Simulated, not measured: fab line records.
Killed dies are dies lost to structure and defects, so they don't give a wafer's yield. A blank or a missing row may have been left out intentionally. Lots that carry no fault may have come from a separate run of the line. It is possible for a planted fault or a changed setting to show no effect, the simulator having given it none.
Chamber matching + flow sky130 + SKY_CAPM_CVD_00 on pecvd-03 has 3 sister chambers
The step deposits SiO2, target thk 15.5 nm. 3 wafers are shown with their chamber, then 10 later ones without.

WAFERS WITH THEIR CHAMBER
| wafer  | chamber | heaterPowerW (W) |
|--------|---------|------------------|
| L085.3 | 1       | 852              |
| L089.1 | 2       | 622              |
| L089.2 | 0       | 621              |

WAFERS WHOSE CHAMBER IS MISSING
| wafer  | heaterPowerW (W) |
|--------|------------------|
| L089.3 | 766              |
| L091.1 | 794              |
| L091.2 | 540              |
| L091.4 | 795              |
| L092.1 | 854              |
| L092.4 | 616              |
| L092.6 | 865              |
| L097.1 | 564              |
| L097.3 | 594              |
| L097.4 | 824              |

EACH ONE'S CHAMBER
| wafer  | from the rows above          | in truth |
|--------|------------------------------|----------|
| L089.3 | can't be placed: 1 or 2 or 0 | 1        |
| L091.1 | 1                            | 1        |
| L091.2 | can't be placed: 0 or 2      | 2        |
| L091.4 | 1                            | 1        |
| L092.1 | 1                            | 1        |
| L092.4 | can't be placed: 0 or 2      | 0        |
| L092.6 | 1                            | 1        |
| L097.1 | can't be placed: 0 or 2      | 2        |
| L097.3 | can't be placed: 0 or 2      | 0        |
| L097.4 | 1                            | 1        |
Correct placement for 5 of the 10. From these rows, 5 cannot be placed; in 5 the true chamber is one of the candidates. Placed wrongly: 0.
How it was worked out, from the rows above alone: a wafer's distance from a chamber is the root of the sum, over the readings, of the square of ((its reading less the chamber's mean) divided by the reading's scatter). If the next closest chamber is less than 2 further off than the closest, the wafer can't be placed; otherwise it belongs to the closest. The mean given for a chamber averages the wafers shown for that chamber. The scatter: with one shown wafer a chamber, the root of the mean of the squares of how far each hidden wafer lies from its nearest shown one.
